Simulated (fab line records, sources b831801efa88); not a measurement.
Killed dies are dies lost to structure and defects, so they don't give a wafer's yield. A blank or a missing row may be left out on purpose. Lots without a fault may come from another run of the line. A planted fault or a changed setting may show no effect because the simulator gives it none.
One fault seen from 2 desks | flow gf180mcu | each desk has only its own numbers; what lay behind them comes last

THE TOOL OWNER'S DESK: krf_scanner-01
The tool's own readings at GF_V5_EXPOSE_11 (exposes mask Via5, target cd 260 nm): means of the sampled wafers that have a number, for each lot that ran on this tool. A lot is out of limits, marked OUT, if its mean lies more than 4 standard deviations from the usual mean; the brackets give that distance.
Columns: A = exposure_dose_mJ_cm2 at GF_V5_EXPOSE_11, usual 37.99
lot  | first seen here | A
L798 | day 27 02:26    | 37.99
L799 | day 27 14:02    | 37.99
L800 | day 27 23:37    | 38.05
L803 | day 29 06:32    | 38.02
L809 | day 30 21:48    | 40.92 (+73) OUT
L808 | day 31 00:27    | 40.89 (+72) OUT
This desk's finding: out of limits on L808, L809; first on L809, day 30 21:48 (exposure_dose_mJ_cm2 at GF_V5_EXPOSE_11). In limits: L798, L799, L800, L803.

THE METROLOGY DESK
What the gauges read, lot by lot, whatever tool the lot ran on: means of the sampled wafers that have a number. A lot is out of limits, marked OUT, if its mean lies more than 4 standard deviations from the usual mean; the brackets give that distance.
Columns: A = V4_CVD_02_THK at GF_V4_THK_MEAS_03, usual 847 nm; B = cd_nm at GF_V5_CD_MEAS_14, usual 259.9 nm
lot  | first seen here | A   | B
L796 | day 23 00:35    | 839 | 259.1
L798 | day 23 19:22    | 840 | 259.5
L799 | day 24 07:49    | 839 | 258.3
L800 | day 24 18:14    | 837 | 261.1
L802 | day 25 09:44    | 845 | 259.5
L803 | day 26 05:43    | 841 | 258.1
L809 | day 28 00:13    | 843 | 270.5 (+8.2) OUT
L808 | day 28 03:03    | 853 | 273.1 (+10) OUT
L810 | day 28 22:41    | 847 | 260.3
L816 | day 29 14:02    | 854 | 262.0
L818 | day 30 07:54    | 851 | 259.6
L819 | day 30 13:10    | 842 | 259.8
This desk's finding: out of limits on L808, L809; first on L809, day 31 06:34 (cd_nm at GF_V5_CD_MEAS_14). In limits: L796, L798, L799, L800, L802, L803, L810, L816, L818, L819.

PUT TOGETHER
The tool owner's desk could have raised an alarm at day 30 21:48, on L808, L809.
The metrology desk could have raised an alarm at day 31 06:34, on L808, L809.
Of the lots named, all ran GF_V5_EXPOSE_11 on krf_scanner-01.

WHAT THE SIMULATOR HAD PUT IN
Process parameter drift: krf_scanner-01, from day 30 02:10 on, at GF_V5_EXPOSE_11. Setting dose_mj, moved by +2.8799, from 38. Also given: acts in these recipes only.
Lots struck among those shown: L808, L809.
Hours from the fault's start to each desk's first reading out of limits: the tool owner's desk, 20; the metrology desk, 28.
